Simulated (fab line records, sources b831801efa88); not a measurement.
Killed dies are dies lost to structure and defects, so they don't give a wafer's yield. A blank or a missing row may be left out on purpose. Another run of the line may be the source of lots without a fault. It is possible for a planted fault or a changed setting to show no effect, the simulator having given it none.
Which tool did it? | flow sky130 | 36 wafers from 12 lots sampled at 6 of the route's 708 steps

== WHAT EACH GAUGE READ, for each wafer ==
SKY_FIELD_ISO_THK_MEAS_25. Usual: FIELD_ISO_CVD_24_THK gives 593 nm (standard deviation 8.3).
lot  | measured    | on           | FIELD_ISO_CVD_24_THK (nm) | flag
L771 | day 2 14:34 | filmMetro-01 | 575 599 600               | 
L772 | day 2 17:58 | filmMetro-04 | 598 588 576               | 
L773 | day 2 21:59 | filmMetro-04 | 578 592 586               | 
L774 | day 3 04:28 | filmMetro-01 | 580 601 586               | 
L775 | day 3 09:44 | filmMetro-02 | 606 605 590               | 
L776 | day 3 16:53 | filmMetro-01 | 596 587 580               | 
L777 | day 3 19:44 | filmMetro-01 | 592 591 591               | 
L778 | day 4 00:28 | filmMetro-01 | 588 589 598               | 
L788 | day 6 06:11 | filmMetro-02 | 603 604 583               | 
L790 | day 6 17:16 | filmMetro-04 | 595 593 582               | 
L791 | day 6 21:17 | filmMetro-02 | 602 598 583               | 
L792 | day 7 02:08 | filmMetro-04 | 597 601 591               | 

SKY_PWDE_TW_MEAS_10. Usual: PWDE_TW gives 372.0 (standard deviation 2).
lot  | measured    | on           | PWDE_TW           | flag
L771 | day 4 05:28 | filmMetro-01 | 369.8 373.6 371.4 | 
L772 | day 4 08:25 | filmMetro-01 | 369.9 372.7 370.2 | 
L773 | day 4 11:22 | filmMetro-01 | 370.7 371.1 369.0 | 
L774 | day 4 17:28 | filmMetro-01 | 373.7 369.2 371.0 | 
L775 | day 5 00:43 | filmMetro-01 | 374.9 373.2 375.6 | 
L776 | day 5 07:49 | filmMetro-03 | 372.5 372.6 372.1 | 
L777 | day 5 11:47 | filmMetro-03 | 371.4 371.9 369.3 | 
L778 | day 5 14:56 | filmMetro-03 | 364.1 362.9 362.6 | OFF
L788 | day 8 03:59 | filmMetro-01 | 372.4 371.0 370.9 | 
L790 | day 8 15:14 | filmMetro-03 | 369.3 369.6 369.3 | 
L791 | day 8 20:00 | filmMetro-01 | 370.2 370.3 371.7 | 
L792 | day 9 00:38 | filmMetro-01 | 372.7 371.8 374.5 | 

SKY_NWELL_RS_MEAS_31: uses a four-point probe to measure. Usual: PWDE_RS gives 5278 ohm/sq (standard deviation 18).
lot  | measured     | on           | PWDE_RS (ohm/sq) | flag
L771 | day 5 17:35  | filmMetro-04 | 5278 5306 5307   | 
L772 | day 5 19:47  | filmMetro-03 | 5277 5285 5298   | 
L773 | day 5 23:52  | filmMetro-03 | 5269 5268 5280   | 
L774 | day 6 06:08  | filmMetro-03 | 5272 5291 5284   | 
L775 | day 6 13:30  | filmMetro-01 | 5264 5268 5266   | 
L776 | day 6 21:11  | filmMetro-04 | 5271 5278 5285   | 
L777 | day 7 01:13  | filmMetro-04 | 5258 5242 5259   | 
L778 | day 7 05:26  | filmMetro-01 | 5610 5600 5591   | OFF
L788 | day 10 01:17 | filmMetro-01 | 5276 5293 5297   | 
L790 | day 10 13:05 | filmMetro-03 | 5296 5274 5299   | 
L791 | day 10 17:29 | filmMetro-01 | 5254 5261 5265   | 
L792 | day 10 22:17 | filmMetro-01 | 5286 5283 5279   | 

SKY_VT_ADJUST_HVTP_CD_MEAS_07: target cd 380 nm. Usual: cdNm reads 380.7 nm (standard deviation 2.7).
lot  | measured     | on       | cdNm (nm)         | flag
L771 | day 6 11:14  | cdSem-01 | 381.0 381.2 380.8 | 
L772 | day 6 13:52  | cdSem-01 | 383.0 385.6 384.9 | 
L773 | day 6 17:16  | cdSem-02 | 379.9 382.4 381.2 | 
L774 | day 7 00:14  | cdSem-02 | 376.4 380.3 378.3 | 
L775 | day 7 08:32  | cdSem-01 | 379.7 378.6 381.4 | 
L776 | day 7 16:50  | cdSem-02 | 383.6 383.9 384.4 | 
L777 | day 7 21:17  | cdSem-01 | 382.3 380.4 380.9 | 
L778 | day 8 00:44  | cdSem-01 | 377.4 375.9 376.5 | 
L788 | day 10 23:43 | cdSem-01 | 376.4 377.5 378.0 | 
L790 | day 11 11:17 | cdSem-02 | 387.8 385.8 387.0 | 
L791 | day 11 16:26 | cdSem-02 | 380.2 380.5 381.4 | 
L792 | day 11 20:44 | cdSem-01 | 382.1 383.1 383.2 | 

== EACH LOT AND THE TOOL THAT RAN IT (in order: tool; ch and the chambers of the sampled wafers; start) ==
lot  | SKY_FIELD_ISO_ETCH_17          | SKY_PWDE_IMPLANT_08
L771 | rieSi-02 ch 0,2,3, day 2 11:28 | implanter-01 ch 0, day 4 05:13
L772 | rieSi-01 ch 0,2,3, day 2 15:32 | implanter-01 ch 0, day 4 08:10
L773 | rieSi-02 ch 1,2, day 2 20:12   | implanter-03 ch 0, day 4 11:07
L774 | rieSi-01 ch 0,1,3, day 3 02:09 | implanter-01 ch 0, day 4 17:13
L775 | rieSi-01 ch 0,2,3, day 3 08:06 | implanter-03 ch 0, day 5 00:28
L776 | rieSi-01 ch 0,1,2, day 3 14:30 | implanter-03 ch 0, day 5 07:34
L777 | rieSi-02 ch 0,1,2, day 3 17:26 | implanter-03 ch 0, day 5 11:32
L778 | rieSi-01 ch 0,2,3, day 3 22:32 | implanter-03 ch 0, day 5 14:43
L788 | rieSi-02 ch 0,1,2, day 6 04:32 | implanter-01 ch 0, day 8 03:44
L790 | rieSi-02 ch 1,2, day 6 14:01   | implanter-01 ch 0, day 8 14:59
L791 | rieSi-01 ch 0,2, day 6 18:42   | implanter-01 ch 0, day 8 19:46
L792 | rieSi-01 ch 0,1,2, day 7 00:15 | implanter-04 ch 0, day 9 00:23
- SKY_FIELD_ISO_ETCH_17: etches Si in HBr/Cl2/O2, target depth 342 nm, time 97.7 s.
- SKY_PWDE_IMPLANT_08

== AS READ BY THE TOOLS THEMSELVES (means over the sampled wafers that have a number; for cases with no such wafer, the mark the record gives instead) ==
SKY_FIELD_ISO_ETCH_17. Usual: drypumpMotorCurrentA 6.03 A, standard deviation 0.29; oesProductAu 1.012 a.u., standard deviation 0.018; throttleValvePct 25.649 %, standard deviation 0.014.
lot  | tool     | drypumpMotorCurrentA (A) | oesProductAu (a.u.) | throttleValvePct (%) | flag
L771 | rieSi-02 | 6.18                     | 1.002               | 25.655               | 
L772 | rieSi-01 | 5.88                     | 1.022               | 25.641               | 
L773 | rieSi-02 | 6.22                     | 1.020               | 25.638               | 
L774 | rieSi-01 | 5.92                     | 1.026               | 25.643               | 
L775 | rieSi-01 | 5.89                     | 1.023               | 25.646               | 
L776 | rieSi-01 | 6.02                     | 1.016               | 25.641               | 
L777 | rieSi-02 | 6.35                     | 1.014               | 25.649               | 
L778 | rieSi-01 | 5.87                     | 1.018               | 25.647               | 
L788 | rieSi-02 | 6.38                     | 1.008               | 25.652               | 
L790 | rieSi-02 | 6.22                     | 1.020               | 25.655               | 
L791 | rieSi-01 | 5.92                     | 1.016               | 25.652               | 
L792 | rieSi-01 | 6.01                     | 1.003               | 25.642               | 

SKY_PWDE_IMPLANT_08. Usual: doseIonsCm2 reads 3.601e+12 (standard deviation 3.9e+09).
lot  | tool         | doseIonsCm2 | flag
L771 | implanter-01 | 3.598e+12   | 
L772 | implanter-01 | 3.601e+12   | 
L773 | implanter-03 | 3.600e+12   | 
L774 | implanter-01 | 3.600e+12   | 
L775 | implanter-03 | 3.599e+12   | 
L776 | implanter-03 | 3.603e+12   | 
L777 | implanter-03 | 3.599e+12   | 
L778 | implanter-03 | 3.598e+12   | 
L788 | implanter-01 | 3.596e+12   | 
L790 | implanter-01 | 3.610e+12   | 
L791 | implanter-01 | 3.596e+12   | 
L792 | implanter-04 | 3.599e+12   | 

== THE ANSWER, worked out from the rows above alone ==
Rule: a lot is off if the mean of its wafers that have a number lies more than 3 standard deviations from the usual mean. Also off: a lot with no number at a reading for which 4 or more lots have one. The other lots that the step has rows for count as sound. After the gauges, taken in route order, come the tools' own readings; for these a lot's mean is taken, as printed above. At the first step where some lot is off, the reading lying furthest off is the one used; lots without a number count as furthest.
Off: at SKY_PWDE_TW_MEAS_10 (PWDE_TW), L778.
If a tool, at a process step before that reading, ran all the lots that are off and no sound lot after the first of them, it fits. Not tried: the gauges at SKY_PWDE_TW_MEAS_10; whatever is off there is also off at SKY_NWELL_RS_MEAS_31, on other tools, and gauge error can't account for it. One candidate fits, namely implanter-03 at SKY_PWDE_IMPLANT_08. A fault onset in the window from L777 (day 5 11:32, its last sound lot) to L778 (day 5 14:43, its first lot off) fits.

== WHAT THE SIMULATOR HAD PUT IN ==
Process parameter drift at SKY_PWDE_IMPLANT_08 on implanter-03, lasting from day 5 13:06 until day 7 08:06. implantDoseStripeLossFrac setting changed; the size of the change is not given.
Lots struck among those shown: L778. The rule above found the same.
